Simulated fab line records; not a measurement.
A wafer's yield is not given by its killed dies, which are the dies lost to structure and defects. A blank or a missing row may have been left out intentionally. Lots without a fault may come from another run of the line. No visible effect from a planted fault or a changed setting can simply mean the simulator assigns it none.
Matching of chambers    flow sky130    4 sister chambers for SKY_VIA1_CMP_24 on cmp-02
The step polishes, stops on SiO2, t overpolish 15 s, target thk 0 nm. 20 wafers are shown with their chamber, then 10 later ones without.

## WAFERS WITH THEIR CHAMBER
wafer   chamber  motor_current_A (A)  time_to_endpoint_s (s)  overpolish_run_s (s)
L074.1  1        12.8                 64.0                    14.993
L074.4  2        11.0                 64.6                    15.014
L074.5  3        9.4                  65.4                    15.008
L078.3  0        10.8                 61.8                    15.009
L078.5  0        10.7                 61.5                    15.015
L078.6  3        9.5                  61.6                    14.981
L080.3  0        10.4                 65.4                    15.011
L080.4  3        9.5                  62.4                    14.998
L080.5  1        12.6                 63.1                    15.000
L084.1  0        10.8                 64.2                    14.995
L084.4  3        9.5                  63.2                    14.998
L084.6  2        11.4                 59.6                    14.999
L085.1  0        10.8                 65.2                    15.008
L085.2  2        10.6                 64.1                    14.999
L085.3  3        9.4                  62.0                    15.027
L089.2  1        12.2                 66.6                    14.993
L089.3  2        10.8                 67.2                    15.005
L089.5  1        13.2                 67.0                    15.005
L090.1  1        12.7                 70.0                    15.001
L090.2  3        9.5                  67.5                    14.998

SIGNATURES (averages over the wafers above)
reading             chamber 0  chamber 1  chamber 2  chamber 3  scatter within a chamber
motor_current_A     10.700     12.700     10.950     9.467      0.25
time_to_endpoint_s  63.620     66.140     63.875     63.683     2.5
overpolish_run_s    15.00760   14.99840   15.00425   15.00167   0.0101
Rule: a wafer's distance from a chamber is the root of the sum, over the readings, of the square of ((its reading less the chamber's mean) divided by the reading's scatter). The wafer belongs to the nearest chamber; if the next one is less than 2 further off, it can't be placed. The scatter: take each reading less its chamber's mean, square it, sum over the shown wafers, divide by the number of wafers less the number of chambers, and take the root.

## WAFERS WITH NO CHAMBER GIVEN
wafer   motor_current_A (A)  time_to_endpoint_s (s)  overpolish_run_s (s)
L090.5  12.7                 66.7                    14.994
L091.3  10.5                 65.7                    14.997
L091.5  11.4                 65.5                    14.989
L091.6  9.8                  66.0                    14.996
L093.2  11.3                 64.8                    15.008
L093.4  12.8                 67.5                    14.990
L093.6  10.3                 67.7                    14.999
L094.1  11.0                 63.6                    14.999
L094.3  13.0                 63.4                    14.996
L094.5  12.6                 65.5                    14.992

## THE CHAMBER EACH PASSED THROUGH
wafer   from the rows above           in truth
L090.5  1                             1
L091.3  can't be placed: 0 or 2       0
L091.5  can't be placed: 2 or 0       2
L091.6  3                             3
L093.2  can't be placed: 2 or 0       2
L093.4  1                             1
L093.6  can't be placed: 0 or 2 or 3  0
L094.1  can't be placed: 2 or 0       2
L094.3  1                             1
L094.5  1                             1
5 of 10 placed correctly. Not placeable from these rows: 5 (in 5, the candidates include the true chamber). 0 placed wrongly.
